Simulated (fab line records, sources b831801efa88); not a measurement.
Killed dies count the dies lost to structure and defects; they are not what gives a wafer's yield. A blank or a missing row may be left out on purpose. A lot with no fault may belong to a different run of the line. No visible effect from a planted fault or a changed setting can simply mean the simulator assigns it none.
Which tool did it?    flow gf180mcu    Sampling: 12 lots, 35 wafers, 5 of 602 route steps

WHAT THE GAUGES READ, wafer by wafer
GF_V1_RS_MEAS_24: the measuring method here is four-point-probe.
lot   measured      on             V1_W_RS (ohm/sq)
L217  day 18 13:06  film_metro-02  0.327 0.327 0.328
L218  day 18 20:16  film_metro-04  0.327 0.327 0.333
L219  day 19 09:35  film_metro-02  0.326 0.324 0.328
L220  day 19 16:59  film_metro-03  0.329 0.328 0.331
L221  day 20 03:57  film_metro-02  0.323 0.325 0.326
L226  day 22 06:17  film_metro-03  0.321 0.323
L229  day 23 03:56  film_metro-04  0.324 0.324 0.329
L231  day 23 18:26  film_metro-04  0.332 0.328 0.330
L232  day 24 00:23  film_metro-02  0.333 0.331 0.328
L234  day 24 18:23  film_metro-04  0.325 0.328 0.325
L236  day 25 05:58  film_metro-03  0.328 0.326 0.328
L237  day 25 14:12  film_metro-02  0.325 0.330 0.324

GF_V2_THK_MEAS_03.
lot   measured      on             V2_CVD_02_THK (nm)
L217  day 19 14:57  film_metro-01  841 850 863
L218  day 19 22:04  film_metro-03  848 852 848
L219  day 20 11:29  film_metro-01  842 851 863
L220  day 20 18:47  film_metro-04  838 841 857
L221  day 21 05:31  film_metro-04  846 851 867
L226  day 23 07:29  film_metro-04  1161 843
L229  day 24 04:32  film_metro-03  843 1157 864
L231  day 24 18:29  film_metro-01  859 859 856
L232  day 25 00:25  film_metro-04  839 844 858
L234  day 25 17:23  film_metro-01  863 866 860
L236  day 26 04:45  film_metro-01  849 871 849
L237  day 26 13:29  film_metro-03  862 853 865

WHICH TOOL RAN EACH LOT (tool, then ch and the chambers of the sampled wafers, then the start)
lot   GF_V1_SPUTTER_21              GF_V1_SPUTTER_22              GF_V2_CVD_02
L217  pvd_sputter-02, day 18 12:53  pvd_sputter-02, day 18 12:57  pecvd-03 ch 0,1,2, day 19 14:53
L218  pvd_sputter-02, day 18 20:02  pvd_sputter-02, day 18 20:06  pecvd-02 ch 0,1, day 19 21:57
L219  pvd_sputter-01, day 19 09:20  pvd_sputter-01, day 19 09:24  pecvd-04 ch 1,2, day 20 11:23
L220  pvd_sputter-04, day 19 16:45  pvd_sputter-04, day 19 16:49  pecvd-03 ch 0,1,2, day 20 18:43
L221  pvd_sputter-01, day 20 03:44  pvd_sputter-01, day 20 03:48  pecvd-03 ch 0,1, day 21 05:27
L226  pvd_sputter-02, day 22 05:53  pvd_sputter-02, day 22 05:57  pecvd-03 ch 1,2, day 23 07:25
L229  pvd_sputter-02, day 23 03:41  pvd_sputter-02, day 23 03:44  pecvd-03 ch 0,1, day 24 04:27
L231  pvd_sputter-02, day 23 18:13  pvd_sputter-02, day 23 18:17  pecvd-04 ch 0,1,2, day 24 18:25
L232  pvd_sputter-04, day 24 00:10  pvd_sputter-04, day 24 00:14  pecvd-04 ch 0,1, day 25 00:20
L234  pvd_sputter-04, day 24 18:11  pvd_sputter-04, day 24 18:14  pecvd-04 ch 1,2, day 25 17:19
L236  pvd_sputter-02, day 25 05:43  pvd_sputter-02, day 25 05:47  pecvd-02 ch 0,1, day 26 04:40
L237  pvd_sputter-02, day 25 13:59  pvd_sputter-02, day 25 14:03  pecvd-04 ch 1,2, day 26 13:23
- GF_V1_SPUTTER_21: material Ti, target thk 15 nm, time 80.02 s.
- GF_V1_SPUTTER_22: material TiN, target thk 10 nm, time 40 s.
- GF_V2_CVD_02: deposits SiO2 from TEOS, target thk 850 nm, time 94.851 s.

AS READ BY THE TOOLS THEMSELVES (means over the sampled wafers that have a number; for cases with no such wafer, the mark the record gives instead)
GF_V1_SPUTTER_21.
lot   tool            throttle_valve_pct (%)
L217  pvd_sputter-02  29.7
L218  pvd_sputter-02  30.1
L219  pvd_sputter-01  30.3
L220  pvd_sputter-04  30.8
L221  pvd_sputter-01  30.2
L226  pvd_sputter-02  30.2
L229  pvd_sputter-02  29.0
L231  pvd_sputter-02  30.5
L232  pvd_sputter-04  30.2
L234  pvd_sputter-04  30.2
L236  pvd_sputter-02  30.9
L237  pvd_sputter-02  30.2

GF_V1_SPUTTER_22.
lot   tool            throttle_valve_pct (%)
L217  pvd_sputter-02  29.7
L218  pvd_sputter-02  30.3
L219  pvd_sputter-01  30.2
L220  pvd_sputter-04  30.9
L221  pvd_sputter-01  30.2
L226  pvd_sputter-02  30.3
L229  pvd_sputter-02  29.1
L231  pvd_sputter-02  30.6
L232  pvd_sputter-04  30.4
L234  pvd_sputter-04  30.2
L236  pvd_sputter-02  30.8
L237  pvd_sputter-02  30.3

GF_V2_CVD_02.
lot   tool      heater_power_w (W)  susceptor_temp_C (C)
L217  pecvd-03  630                 400.07
L218  pecvd-02  653                 399.95
L219  pecvd-04  714                 400.08
L220  pecvd-03  629                 400.00
L221  pecvd-03  623                 399.98
L226  pecvd-03  594                 399.89
L229  pecvd-03  476                 400.02
L231  pecvd-04  656                 400.13
L232  pecvd-04  712                 399.97
L234  pecvd-04  705                 399.88
L236  pecvd-02  686                 399.87
L237  pecvd-04  654                 399.91

THE ANSWER, worked out from the rows above alone
Rule: the lots themselves supply what counts as usual. The widest of any qualifying gaps counts: lots, ordered by their means at a reading, are off when they make up no more than a third of the lots, leave a main group of 4 or more, and stand apart from it by 3 or more times the standard deviation of that group's means. If all means in a main group match to the digits the tables above print for the reading, that group is not used. A lot without any number at a reading at which 4 lots or more have one is off too. Where the step has rows for the other lots, those lots are counted as sound. First the gauges in route order, then the tools' own readings, where a lot's mean is used as printed above. At the first step where some lot is off, the reading lying furthest off is the one used; lots without a number count as furthest.
Off: L226, L229, at GF_V2_THK_MEAS_03 (V2_CVD_02_THK). Main group: mean 854 nm, sd 5.4.
A tool fits if, at a process step before that reading, it ran every lot that is off, and no sound lot after the first of them. Gauges at GF_V2_THK_MEAS_03: tried the same way as those tools. One fits: pecvd-03 at GF_V2_CVD_02. Its last sound lot is L221 (day 21 05:27), its first lot that is off L226 (day 23 07:25): a fault that began between those two fits.

WHAT THE SIMULATOR HAD PUT IN
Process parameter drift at GF_V2_CVD_02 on pecvd-03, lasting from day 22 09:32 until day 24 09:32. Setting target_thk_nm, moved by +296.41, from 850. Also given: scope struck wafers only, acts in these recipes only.
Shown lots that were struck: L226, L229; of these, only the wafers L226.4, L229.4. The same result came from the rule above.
